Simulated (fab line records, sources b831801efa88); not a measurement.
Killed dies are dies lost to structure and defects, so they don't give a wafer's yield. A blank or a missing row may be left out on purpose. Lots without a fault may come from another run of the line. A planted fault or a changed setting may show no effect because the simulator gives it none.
Which tool did it? | flow sky130 | 11 lots, 33 wafers sampled, at 2 steps of a route of 708

WHAT THE GAUGES READ, wafer by wafer
SKY_VIA1_THK_MEAS_23: measures by xrf.
lot  | measured     | on            | VIA1_W_THK (nm)
L333 | day 34 22:24 | film_metro-04 | 272 264 266
L334 | day 35 11:19 | film_metro-04 | 271 271 271
L337 | day 35 19:40 | film_metro-04 | 267 270 269
L339 | day 36 11:10 | film_metro-01 | 274 276 270
L342 | day 37 17:04 | film_metro-03 | 264 263 271
L346 | day 38 19:22 | film_metro-03 | 263 267 268
L347 | day 39 05:44 | film_metro-01 | 273 271 273
L348 | day 39 10:52 | film_metro-01 | 267 268 271
L349 | day 40 03:49 | film_metro-03 | 267 264 269
L353 | day 40 15:46 | film_metro-03 | 267 269 269
L354 | day 41 01:10 | film_metro-01 | 271 274 273

WHICH TOOL RAN EACH LOT (tool, then ch and the chambers of the sampled wafers, then the start)
lot  | SKY_VIA1_CMP_02
L333 | cmp-02 ch 1,2, day 33 18:48
L334 | cmp-01 ch 1,2, day 34 07:07
L337 | cmp-01 ch 0,1,2, day 34 15:53
L339 | cmp-02 ch 0,2,3, day 35 07:51
L342 | cmp-02 ch 0,1,2, day 36 13:15
L346 | cmp-02 ch 1,2,3, day 37 16:43
L347 | cmp-01 ch 1,2,3, day 38 03:59
L348 | cmp-01 ch 0,3, day 38 07:04
L349 | cmp-02 ch 0,1, day 39 01:40
L353 | cmp-01 ch 0,3, day 39 13:46
L354 | cmp-01 ch 0,1,2, day 39 23:07
- SKY_VIA1_CMP_02: polishes SiO2.

WHAT THE TOOLS THEMSELVES READ (means of the sampled wafers that have a number; where no wafer has one, the mark that the record gives instead)
SKY_VIA1_CMP_02.
lot  | tool   | motor_current_A (A)
L333 | cmp-02 | 12.4
L334 | cmp-01 | 11.5
L337 | cmp-01 | 11.5
L339 | cmp-02 | 13.0
L342 | cmp-02 | 13.1
L346 | cmp-02 | 11.5
L347 | cmp-01 | 11.4
L348 | cmp-01 | 12.2
L349 | cmp-02 | 12.9
L353 | cmp-01 | 11.9
L354 | cmp-01 | 11.4

THE ANSWER, worked out from the rows above alone
Rule: what is usual is taken from the lots themselves. Put in order of their means at a reading, lots are off if they are a third of the lots or fewer, leave a main group of 4 or more, and stand apart from it by a gap of 3 or more times the standard deviation of the main group's means; of several such gaps the widest counts. A main group whose means are all the same, to the digits that the tables above print for the reading, isn't used. A lot without any number at a reading at which 4 lots or more have one is off too. The other lots that the step has rows for count as sound. The gauges are gone through in route order, then the tools' own readings, and for those a lot's mean is taken as printed above. The first step at which some lot is off is used, and at that step the reading that is off furthest; a lot without a number counts as furthest.
No lot is off at any reading shown: from this, nothing can be told.

WHAT THE SIMULATOR HAD PUT IN
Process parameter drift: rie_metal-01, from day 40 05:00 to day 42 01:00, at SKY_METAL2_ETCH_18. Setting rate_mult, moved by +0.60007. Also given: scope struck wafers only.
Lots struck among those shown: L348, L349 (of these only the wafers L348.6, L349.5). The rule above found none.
